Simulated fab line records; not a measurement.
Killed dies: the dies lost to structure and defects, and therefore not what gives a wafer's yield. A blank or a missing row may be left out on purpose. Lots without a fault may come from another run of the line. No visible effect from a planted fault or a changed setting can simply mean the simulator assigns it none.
Which tool is to blame? | flow gf180mcu | 6 lots with 18 wafers sampled at 2 steps, on a route of 602 steps

## WHAT THE GAUGES SHOWED, per wafer
GF_MIM_THK_MEAS_06.
lot  | measured     | on            | MIM_CVD_05_THK (nm)
L723 | day 25 00:38 | film metro-03 | 40.2 41.5 42.1
L725 | day 25 12:16 | film metro-02 | 42.1 41.2 41.1
L727 | day 26 03:34 | film metro-03 | 42.0 42.3 43.1
L730 | day 27 06:01 | film metro-01 | 41.8 42.8 42.6
L739 | day 29 22:38 | film metro-03 | 42.1 42.5 41.6
L742 | day 30 18:46 | film metro-03 | 41.2 42.4 42.1

## EACH LOT AND THE TOOL THAT RAN IT (in order: tool; ch and the chambers of the sampled wafers; start)
lot  | GF_M2_SPUTTER_01
L723 | pvd sputter-03, day 18 17:12
L725 | pvd sputter-02, day 19 08:29
L727 | pvd sputter-02, day 20 01:26
L730 | pvd sputter-03, day 21 06:54
L739 | pvd sputter-02, day 24 10:12
L742 | pvd sputter-03, day 25 10:38
- GF_M2_SPUTTER_01: material TiN, target thk 30 nm, time 25 s.

## THE ANSWER, worked out from the rows above alone
Rule: the lots themselves supply what counts as usual. Put in order of their means at a reading, lots are off if they are a third of the lots or fewer, leave a main group of 4 or more, and stand apart from it by a gap of 3 or more times the standard deviation of the main group's means; of several such gaps the widest counts. A main group whose means are all the same, to the digits that the tables above print for the reading, isn't used. Also off: a lot with no number at a reading for which 4 or more lots have one. All remaining lots with rows at the step are treated as sound.
None of the lots is off at any reading shown; this tells nothing.

## WHAT THE SIMULATOR PUT IN
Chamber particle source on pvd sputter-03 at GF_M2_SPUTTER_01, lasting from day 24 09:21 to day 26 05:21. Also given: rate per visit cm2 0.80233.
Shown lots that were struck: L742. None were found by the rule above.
